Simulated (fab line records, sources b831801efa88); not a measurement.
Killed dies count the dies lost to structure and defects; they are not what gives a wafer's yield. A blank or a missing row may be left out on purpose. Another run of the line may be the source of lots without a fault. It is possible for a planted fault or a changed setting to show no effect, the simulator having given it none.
Struck lot and sound lot, side by side || flow sky130 || 14 out of 708 route steps
Sound: these wafers, L622.1, L622.3, L622.4. Struck: wafers L632.1, L632.3, L632.4. The cause is given at the end.
At each step with rows: each side's tool, then ch and its chambers, then its first start. Under that, the readings that differ: sound wafers || struck wafers || difference of the means || sigmas: that difference in standard deviations of wafers without a fault.
alike: a reading whose means differ by less than 2 such deviations, as well as words and numbers matching on both sides. not compared: withheld readings; readings where some wafer has no value; bounds like >300 that might hide an equal value; numbers whose values overlap and for which the record gives no deviation.
A row with sigmas, a row that says differs or no value, or rows on one side alone: a step with any of these is where the two part. Numbers that have no deviation but don't overlap get no sigmas and don't part them. A reading missing from all wafers of one side parts the sides only when that side holds two or more wafers.

SKY_SD_N_RS_MEAS_17: measurement is done with a four-point probe.
  struck on film metro-02, day 33 12:16; sound on film metro-01, day 30 03:15
  alike: SD_P_RS
SKY_SD_N_RS_MEAS_18: measurement is done with a four-point probe.
  struck on film metro-02, day 33 12:23; sound on film metro-01, day 30 03:22
  alike: RES_XHIGH_RS
then, 2 steps without rows for these wafers: SKY_SALICIDE_CLEAN_00 (cleans in HF-last, time 30 s); SKY_LI_CONTACT_HDPCVD_00 (deposits PSG, target thk 930 nm, time 155 s).
SKY_LI_CONTACT_THK_MEAS_01:
  struck on film metro-02, day 33 12:38; sound on film metro-01, day 30 03:37
  alike: LI_CONTACT_HDPCVD_THK
SKY_LI_CONTACT_CMP_02: polishes PSG.
  sound on cmp-02 ch 0,1,2, day 30 03:40; struck on cmp-01 ch 0,1,3, day 33 12:44
  alike: motor current A, time to endpoint s
SKY_LI_CONTACT_BOW_MEAS_03:
  struck on film metro-02, day 33 12:59; sound on film metro-01, day 30 03:58
  alike: LI_CONTACT_BOW
then, 5 steps without rows for these wafers: SKY_LI_CONTACT_DEHYDRATE_04 (time 60 s); SKY_LI_CONTACT_HMDS_05 (prime time 60 s); SKY_LI_CONTACT_COAT_06 (resist thk 60 nm); SKY_LI_CONTACT_COAT_07 (resist thk 450 nm); SKY_LI_CONTACT_SOFTBAKE_08 (time 90 s).
SKY_LI_CONTACT_EXPOSE_09: exposes mask LICM1, target cd 170 nm.
  struck on krf scanner-02, day 34 03:58; sound on krf scanner-01 ch 0, day 30 18:43
  no value came back on the struck wafers for exposure dose mJ cm2, focus offset nm (nm), na; on the sound wafers exposure dose mJ cm2 reads 37.99 37.93 37.93
  alike: mask
following that, these wafers have no rows for 1 step: SKY_LI_CONTACT_PEB_10.

WHERE THEY PART
SKY_LI_CONTACT_EXPOSE_09 only, going by this record.

WHY: whatever the simulator had introduced
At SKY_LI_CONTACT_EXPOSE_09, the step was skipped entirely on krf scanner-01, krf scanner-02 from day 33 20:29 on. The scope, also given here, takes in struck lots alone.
